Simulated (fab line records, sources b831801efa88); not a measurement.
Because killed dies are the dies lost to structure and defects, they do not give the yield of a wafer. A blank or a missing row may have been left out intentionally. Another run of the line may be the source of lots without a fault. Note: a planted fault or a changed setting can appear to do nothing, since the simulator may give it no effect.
Which of the tools did it? || flow sky130 || 39 wafers from 13 lots sampled at 4 of the route's 708 steps

== WHAT THE GAUGES SHOWED, per wafer ==
SKY_METAL3_OVL_MEAS_14. Usual: METAL3_OVL -1 nm, standard deviation 5.9.
{"lot": "L110", "measured": "day 38 23:17", "on": "overlay-02", "METAL3_OVL (nm)": "-6 -8 -12", "flag": ""}
{"lot": "L111", "measured": "day 39 01:02", "on": "overlay-01", "METAL3_OVL (nm)": "2 1 -2", "flag": ""}
{"lot": "L112", "measured": "day 39 04:14", "on": "overlay-02", "METAL3_OVL (nm)": "-4 4 0", "flag": ""}
{"lot": "L113", "measured": "day 39 07:58", "on": "overlay-01", "METAL3_OVL (nm)": "-1 -5 1", "flag": ""}
{"lot": "L114", "measured": "day 39 12:19", "on": "overlay-02", "METAL3_OVL (nm)": "-5 -7 -4", "flag": ""}
{"lot": "L116", "measured": "day 40 08:52", "on": "overlay-01", "METAL3_OVL (nm)": "-2 -4 5", "flag": ""}
{"lot": "L119", "measured": "day 41 07:35", "on": "overlay-01", "METAL3_OVL (nm)": "-5 -1 -2", "flag": ""}
{"lot": "L120", "measured": "day 41 21:47", "on": "overlay-01", "METAL3_OVL (nm)": "1 -1 4", "flag": ""}
{"lot": "L121", "measured": "day 42 10:43", "on": "overlay-02", "METAL3_OVL (nm)": "-9 3 -12", "flag": ""}
{"lot": "L123", "measured": "day 42 16:14", "on": "overlay-01", "METAL3_OVL (nm)": "-9 -12 -10", "flag": ""}
{"lot": "L124", "measured": "day 42 23:44", "on": "overlay-01", "METAL3_OVL (nm)": "1 4 0", "flag": ""}
{"lot": "L127", "measured": "day 43 11:43", "on": "overlay-01", "METAL3_OVL (nm)": "10 6 0", "flag": ""}
{"lot": "L131", "measured": "day 44 13:00", "on": "overlay-01", "METAL3_OVL (nm)": "1 7 3", "flag": ""}

SKY_VIA3_THK_MEAS_01. Usual: VIA3_HDPCVD_THK 1633 nm, standard deviation 20.
{"lot": "L110", "measured": "day 39 00:25", "on": "film metro-03", "VIA3_HDPCVD_THK (nm)": "1633 1590 1632", "flag": ""}
{"lot": "L111", "measured": "day 39 02:16", "on": "film metro-04", "VIA3_HDPCVD_THK (nm)": "1636 1627 1591", "flag": ""}
{"lot": "L112", "measured": "day 39 05:28", "on": "film metro-04", "VIA3_HDPCVD_THK (nm)": "1669 1650 1652", "flag": ""}
{"lot": "L113", "measured": "day 39 09:26", "on": "film metro-04", "VIA3_HDPCVD_THK (nm)": "1651 1629 1649", "flag": ""}
{"lot": "L114", "measured": "day 39 13:29", "on": "film metro-03", "VIA3_HDPCVD_THK (nm)": "1622 1615 1636", "flag": ""}
{"lot": "L116", "measured": "day 40 10:01", "on": "film metro-02", "VIA3_HDPCVD_THK (nm)": "1606 1630 1617", "flag": ""}
{"lot": "L119", "measured": "day 41 08:44", "on": "film metro-02", "VIA3_HDPCVD_THK (nm)": "1630 1613 1607", "flag": ""}
{"lot": "L120", "measured": "day 41 22:58", "on": "film metro-02", "VIA3_HDPCVD_THK (nm)": "1664 1639 1648", "flag": ""}
{"lot": "L121", "measured": "day 42 11:58", "on": "film metro-04", "VIA3_HDPCVD_THK (nm)": "1640 1644 1611", "flag": ""}
{"lot": "L123", "measured": "day 42 17:22", "on": "film metro-02", "VIA3_HDPCVD_THK (nm)": "1620 1638 1583", "flag": ""}
{"lot": "L124", "measured": "day 43 01:03", "on": "film metro-02", "VIA3_HDPCVD_THK (nm)": "1643 1654 1626", "flag": ""}
{"lot": "L127", "measured": "day 43 12:51", "on": "film metro-02", "VIA3_HDPCVD_THK (nm)": "1641 1625 1645", "flag": ""}
{"lot": "L131", "measured": "day 44 14:10", "on": "film metro-02", "VIA3_HDPCVD_THK (nm)": "1046 1079 1645", "flag": "OFF"}

== EACH LOT AND THE TOOL THAT RAN IT (in order: tool; ch and the chambers of the sampled wafers; start) ==
{"lot": "L110", "SKY_VIA2_SPUTTER_20": "pvd sputter-03, day 36 17:50", "SKY_VIA3_HDPCVD_00": "hdpcvd-01 ch 0,1,2, day 39 00:15"}
{"lot": "L111", "SKY_VIA2_SPUTTER_20": "pvd sputter-02, day 36 19:46", "SKY_VIA3_HDPCVD_00": "hdpcvd-02 ch 0,1,2, day 39 02:05"}
{"lot": "L112", "SKY_VIA2_SPUTTER_20": "pvd sputter-03, day 36 23:09", "SKY_VIA3_HDPCVD_00": "hdpcvd-02 ch 0,1,2, day 39 05:21"}
{"lot": "L113", "SKY_VIA2_SPUTTER_20": "pvd sputter-01, day 37 04:28", "SKY_VIA3_HDPCVD_00": "hdpcvd-02 ch 0,1,2, day 39 09:17"}
{"lot": "L114", "SKY_VIA2_SPUTTER_20": "pvd sputter-02, day 37 07:18", "SKY_VIA3_HDPCVD_00": "hdpcvd-02 ch 0,1,2, day 39 13:18"}
{"lot": "L116", "SKY_VIA2_SPUTTER_20": "pvd sputter-02, day 38 05:22", "SKY_VIA3_HDPCVD_00": "hdpcvd-02 ch 0,1,2, day 40 09:51"}
{"lot": "L119", "SKY_VIA2_SPUTTER_20": "pvd sputter-02, day 39 05:13", "SKY_VIA3_HDPCVD_00": "hdpcvd-01 ch 0,1,2, day 41 08:37"}
{"lot": "L120", "SKY_VIA2_SPUTTER_20": "pvd sputter-03, day 39 20:26", "SKY_VIA3_HDPCVD_00": "hdpcvd-02 ch 0,1, day 41 22:47"}
{"lot": "L121", "SKY_VIA2_SPUTTER_20": "pvd sputter-03, day 40 09:00", "SKY_VIA3_HDPCVD_00": "hdpcvd-02 ch 0,1,2, day 42 11:47"}
{"lot": "L123", "SKY_VIA2_SPUTTER_20": "pvd sputter-03, day 40 16:04", "SKY_VIA3_HDPCVD_00": "hdpcvd-01 ch 0,1, day 42 17:11"}
{"lot": "L124", "SKY_VIA2_SPUTTER_20": "pvd sputter-02, day 40 23:43", "SKY_VIA3_HDPCVD_00": "hdpcvd-01 ch 0,1,2, day 43 00:52"}
{"lot": "L127", "SKY_VIA2_SPUTTER_20": "pvd sputter-02, day 41 12:29", "SKY_VIA3_HDPCVD_00": "hdpcvd-01 ch 0,1,2, day 43 12:40"}
{"lot": "L131", "SKY_VIA2_SPUTTER_20": "pvd sputter-02, day 42 13:46", "SKY_VIA3_HDPCVD_00": "hdpcvd-01 ch 0,1,2, day 44 13:59"}
- SKY_VIA2_SPUTTER_20: material TiN, target thk 20 nm, time 80 s.
- SKY_VIA3_HDPCVD_00: deposits SiO2, target thk 1635 nm, time 272.5 s.

== AS READ BY THE TOOLS THEMSELVES (means over the sampled wafers that have a number; for cases with no such wafer, the mark the record gives instead) ==
SKY_VIA2_SPUTTER_20. Usual: 29.1 % for throttle valve pct, sd 0.87.
{"lot": "L110", "tool": "pvd sputter-03", "throttle valve pct (%)": 28.9, "flag": ""}
{"lot": "L111", "tool": "pvd sputter-02", "throttle valve pct (%)": 28.6, "flag": ""}
{"lot": "L112", "tool": "pvd sputter-03", "throttle valve pct (%)": 28.9, "flag": ""}
{"lot": "L113", "tool": "pvd sputter-01", "throttle valve pct (%)": 30.4, "flag": ""}
{"lot": "L114", "tool": "pvd sputter-02", "throttle valve pct (%)": 28.5, "flag": ""}
{"lot": "L116", "tool": "pvd sputter-02", "throttle valve pct (%)": 28.8, "flag": ""}
{"lot": "L119", "tool": "pvd sputter-02", "throttle valve pct (%)": 28.4, "flag": ""}
{"lot": "L120", "tool": "pvd sputter-03", "throttle valve pct (%)": 29.5, "flag": ""}
{"lot": "L121", "tool": "pvd sputter-03", "throttle valve pct (%)": 29.5, "flag": ""}
{"lot": "L123", "tool": "pvd sputter-03", "throttle valve pct (%)": 29.3, "flag": ""}
{"lot": "L124", "tool": "pvd sputter-02", "throttle valve pct (%)": 28.6, "flag": ""}
{"lot": "L127", "tool": "pvd sputter-02", "throttle valve pct (%)": 28.6, "flag": ""}
{"lot": "L131", "tool": "pvd sputter-02", "throttle valve pct (%)": 28.7, "flag": ""}

== THE ANSWER, worked out from the rows above alone ==
Rule: a lot counts as off when the mean over its wafers that have a number is more than 3 standard deviations away from the usual mean. A lot without any number at a reading at which 4 lots or more have one is off too. The other lots that the step has rows for count as sound. After the gauges, taken in route order, come the tools' own readings; for these a lot's mean is taken, as printed above. At the first step where some lot is off, the reading lying furthest off is the one used; lots without a number count as furthest.
Off: at SKY_VIA3_THK_MEAS_01 (VIA3_HDPCVD_THK), L131.
If a tool, at a process step before that reading, ran all the lots that are off and no sound lot after the first of them, it fits. Those tools and the gauges at SKY_VIA3_THK_MEAS_01 are tried in the same way. Can't be told from this: 3 tools fit, pvd sputter-02 at SKY_VIA2_SPUTTER_20, hdpcvd-01 at SKY_VIA3_HDPCVD_00, film metro-02 at SKY_VIA3_THK_MEAS_01.

== WHAT THE SIMULATOR HAD INSERTED ==
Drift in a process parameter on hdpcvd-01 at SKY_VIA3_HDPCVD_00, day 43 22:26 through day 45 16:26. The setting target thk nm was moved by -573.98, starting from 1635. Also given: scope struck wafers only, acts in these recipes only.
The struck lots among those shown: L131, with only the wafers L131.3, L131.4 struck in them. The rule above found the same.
